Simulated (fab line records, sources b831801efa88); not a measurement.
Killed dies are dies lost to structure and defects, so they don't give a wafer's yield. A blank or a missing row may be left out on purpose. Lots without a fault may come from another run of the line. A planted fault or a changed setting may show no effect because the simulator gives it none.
Problem report in the 8D (eight disciplines) form, filled by code | flow sky130 | the parts of the form that need people (team, actions taken, sign-off) are left out

1. THE PROBLEM
run_length_s at SKY_VIA4_SOFTBAKE_07 reads a mean of 93.36 s on 2 wafers of 2 lots; wafers without a fault read 89.28 s with a standard deviation of 0.19. That is +21 standard deviations from the usual mean.
The step: time 60 s.
First seen on wafer L402.5, day 47 02:44, on litho_track-04. The record holds 42 wafers of 14 lots with a number at this step. Rule for "out", or "out of limits": more than 4 standard deviations from the usual mean. The other wafers with a number count as sound.

2. WHAT IT IS AND WHAT IT IS NOT
question                    | is                | is not
which readings at this step | run_length_s      | chill_plate_temp_C, plate_temp_C
which lots                  | L402, L403        | L384, L385, L386, L387, L388, L389, L390, L391, L392, L393, L404, L405
which wafers of those lots  | L402.5, L403.5    | L402.1, L402.4, L403.3, L403.4
read on which tools         | litho_track-04    | litho_track-01, litho_track-02
when                        | from day 47 02:44 | up to then (32 sound wafers); but 8 sound wafers of L403, L404, L405 came after

3. SUSPECTS, AND WHAT RULES EACH OUT
Counting: a tool at a process step up to the reading stays a suspect if it ran every lot that is out. Sound lots after the first of them don't rule it out here, since some wafers of a struck lot are sound.
- litho_track-04 at SKY_VIA4_SOFTBAKE_07 (time 60 s): kept. It ran every lot that is out, first L402 (day 47 02:44); its last sound lot up to then is L385 (day 42 14:11). Its own readings are out on those wafers: run_length_s.
Left after counting: litho_track-04 at SKY_VIA4_SOFTBAKE_07.

4. THE CAUSE (what the simulator had put in)
Process parameter drift: litho_track-04, from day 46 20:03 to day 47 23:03, at SKY_VIA4_SOFTBAKE_07. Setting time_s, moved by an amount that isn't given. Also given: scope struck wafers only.
Counting left only this tool.

5. THE CHAIN OF EFFECTS, in route order
Each row: a reading whose mean over the struck wafers that have a number lies more than 3 standard deviations from the usual. Only readings for which the record gives a usual standard deviation are gone through. hours: the time from each lot's start at the first step in this table that gives one to its start at this step, as a median over the lots. sigmas: the change in usual standard deviations.
hours | step                 | reading      | usual   | on struck wafers | change | sigmas
0     | SKY_VIA4_SOFTBAKE_07 | run_length_s | 89.28 s | 93.36            | +4.08  | +21
The process steps in it:
- SKY_VIA4_SOFTBAKE_07: time 60 s.

6. WHAT WOULD HAVE CAUGHT IT SOONER
In this record the first reading out of limits was taken at day 47 02:44, 7 hours after the fault began at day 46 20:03.
